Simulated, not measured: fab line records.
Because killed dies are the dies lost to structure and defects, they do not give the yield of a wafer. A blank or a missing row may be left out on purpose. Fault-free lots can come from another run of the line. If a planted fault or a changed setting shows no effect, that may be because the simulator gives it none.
Chamber matching || flow sky130 || pecvd-03 running SKY_CAPM_CVD_00: 3 sister chambers
The step deposits SiO2, target thk 15.5 nm. 5 wafers are shown with their chamber, then 9 later ones without.

WAFERS PAIRED WITH THEIR CHAMBERS
{"wafer": "L084.2", "chamber": 2, "rf_fwd_power_W (W)": 440.2, "heater_power_w (W)": 636}
{"wafer": "L087.6", "chamber": 1, "rf_fwd_power_W (W)": 440.6, "heater_power_w (W)": 726}
{"wafer": "L089.1", "chamber": 1, "rf_fwd_power_W (W)": 440.8, "heater_power_w (W)": 752}
{"wafer": "L089.2", "chamber": 0, "rf_fwd_power_W (W)": 445.1, "heater_power_w (W)": 675}
{"wafer": "L089.4", "chamber": 0, "rf_fwd_power_W (W)": 443.9, "heater_power_w (W)": 674}

WAFERS WITHOUT THEIR CHAMBER
{"wafer": "L092.1", "rf_fwd_power_W (W)": 438.0, "heater_power_w (W)": 657}
{"wafer": "L092.3", "rf_fwd_power_W (W)": 440.9, "heater_power_w (W)": 752}
{"wafer": "L092.4", "rf_fwd_power_W (W)": 443.4, "heater_power_w (W)": 610}
{"wafer": "L093.4", "rf_fwd_power_W (W)": 436.5, "heater_power_w (W)": 563}
{"wafer": "L093.5", "rf_fwd_power_W (W)": 445.9, "heater_power_w (W)": 733}
{"wafer": "L093.6", "rf_fwd_power_W (W)": 440.2, "heater_power_w (W)": 647}
{"wafer": "L096.4", "rf_fwd_power_W (W)": 441.1, "heater_power_w (W)": 691}
{"wafer": "L096.5", "rf_fwd_power_W (W)": 438.6, "heater_power_w (W)": 630}
{"wafer": "L096.6", "rf_fwd_power_W (W)": 440.7, "heater_power_w (W)": 633}

THE CHAMBER EACH PASSED THROUGH
{"wafer": "L092.1", "from the rows above": 2, "in truth": 2}
{"wafer": "L092.3", "from the rows above": 1, "in truth": 1}
{"wafer": "L092.4", "from the rows above": "can't be placed: 0 or 2", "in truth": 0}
{"wafer": "L093.4", "from the rows above": 2, "in truth": 2}
{"wafer": "L093.5", "from the rows above": 0, "in truth": 0}
{"wafer": "L093.6", "from the rows above": 2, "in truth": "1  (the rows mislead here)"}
{"wafer": "L096.4", "from the rows above": "can't be placed: 1 or 2 or 0", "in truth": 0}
{"wafer": "L096.5", "from the rows above": 2, "in truth": 2}
{"wafer": "L096.6", "from the rows above": 2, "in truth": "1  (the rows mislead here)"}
Correct placement for 5 of the 9. Unplaceable from these rows: 2, with the true chamber sitting among the candidates in 2. Number placed wrongly: 2.
How it was worked out, from the rows above alone: a wafer's distance from a chamber is the root of the sum, over the readings, of the square of ((its reading less the chamber's mean) divided by the reading's scatter). The wafer belongs to the nearest chamber; if the next one is less than 2 further off, it can't be placed. Each chamber's mean is taken over the wafers shown for it. The scatter: the root of (the sum of the squares of (reading less its chamber's mean) over the shown wafers, divided by (wafers less chambers)).
